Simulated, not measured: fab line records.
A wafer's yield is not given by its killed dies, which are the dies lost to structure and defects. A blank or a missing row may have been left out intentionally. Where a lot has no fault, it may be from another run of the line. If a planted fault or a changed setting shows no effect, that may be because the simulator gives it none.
2 desks, one fault    flow sky130    every desk sees just its own numbers, and what lay behind them comes last

## AT THE METROLOGY DESK
Lot by lot, what the gauges showed, no matter which tool ran the lot: averages of those sampled wafers that carry a number. If a lot's mean is further than 4 standard deviations from the usual mean, the lot is out of limits and carries the mark OUT (the distance appears in the brackets).
Columns: A = cd nm at SKY_SD_N_CD_MEAS_07, usual 379.6 nm; B = SD_N_RS at SKY_SD_N_RS_MEAS_16, usual 68.57 ohm/sq; C = SD_P_RS at SKY_SD_N_RS_MEAS_17, usual 147.1 ohm/sq; D = RES_XHIGH_RS at SKY_SD_N_RS_MEAS_18, usual 333.4 ohm/sq
lot   first seen here  A      B                C                D
L620  day 28 03:55     377.7  68.58            147.1            333.5
L626  day 30 09:19     375.3  73.51 (+35) OUT  177.6 (+82) OUT  335.7
L627  day 30 13:46     379.1  68.46            146.9            331.7
L628  day 30 22:49     382.0  73.51 (+35) OUT  177.7 (+83) OUT  335.6
L629  day 31 08:26     378.8  68.62            147.0            334.3
L635  day 33 06:10     382.2  68.55            147.2            334.4
L636  day 33 13:24     380.8  68.54            147.3            333.1
L638  day 33 22:22     380.4  68.39            146.6            332.5
L639  day 34 13:20     383.5  68.75            147.7            333.7
L640  day 34 15:57     380.0  68.57            146.9            333.4
L641  day 34 18:11     379.3  68.57            147.1            333.4
L642  day 35 06:38     379.1  68.48            147.0            334.4
This desk's finding: out of limits on L626, L628; first on L626, day 30 10:09 (SD_N_RS at SKY_SD_N_RS_MEAS_16). Within limits: L620, L627, L629, L635, L636, L638, L639, L640, L641, L642.

## THE TOOL OWNER'S DESK: rtp anneal-01
At SKY_SD_N_RTA_14 (time 2 s), the tool's own readings, given per lot that ran on this tool as the mean of the sampled wafers with a number. If a lot's mean is further than 4 standard deviations from the usual mean, the lot is out of limits and carries the mark OUT (the distance appears in the brackets).
Columns: A = lamp power pct at SKY_SD_N_RTA_14, usual 15.73 %; B = wafer_temp_C_max at SKY_SD_N_RTA_14, usual 1078.0
lot   first seen here  A                B
L620  day 28 04:34     15.73            1077.8
L626  day 30 09:59     14.60 (-24) OUT  1076.6
L628  day 30 23:29     14.64 (-23) OUT  1077.8
L636  day 33 14:07     15.69            1079.3
L638  day 33 23:02     15.74            1078.2
L640  day 34 16:38     15.70            1077.9
L642  day 35 07:17     15.74            1079.2
This desk finds L626, L628 out of limits, L626 being first, at day 30 09:59 (lamp power pct at SKY_SD_N_RTA_14). Within limits: L620, L636, L638, L640, L642.

## TAKEN TOGETHER
An alarm could have come from the tool owner's desk at day 30 09:59, on L626, L628.
The metrology desk could have raised an alarm at day 30 10:09, on L626, L628.
The lots listed all ran SKY_SD_N_RTA_14 on rtp anneal-01.

## WHAT THE SIMULATOR HAD PUT IN
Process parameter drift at SKY_SD_N_RTA_14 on rtp anneal-01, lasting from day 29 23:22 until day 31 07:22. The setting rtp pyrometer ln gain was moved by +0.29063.
Shown lots that were struck: L626, L628.
Time in hours from fault onset to the first out-of-limits reading at each desk: tool owner's desk 11, metrology desk 11.
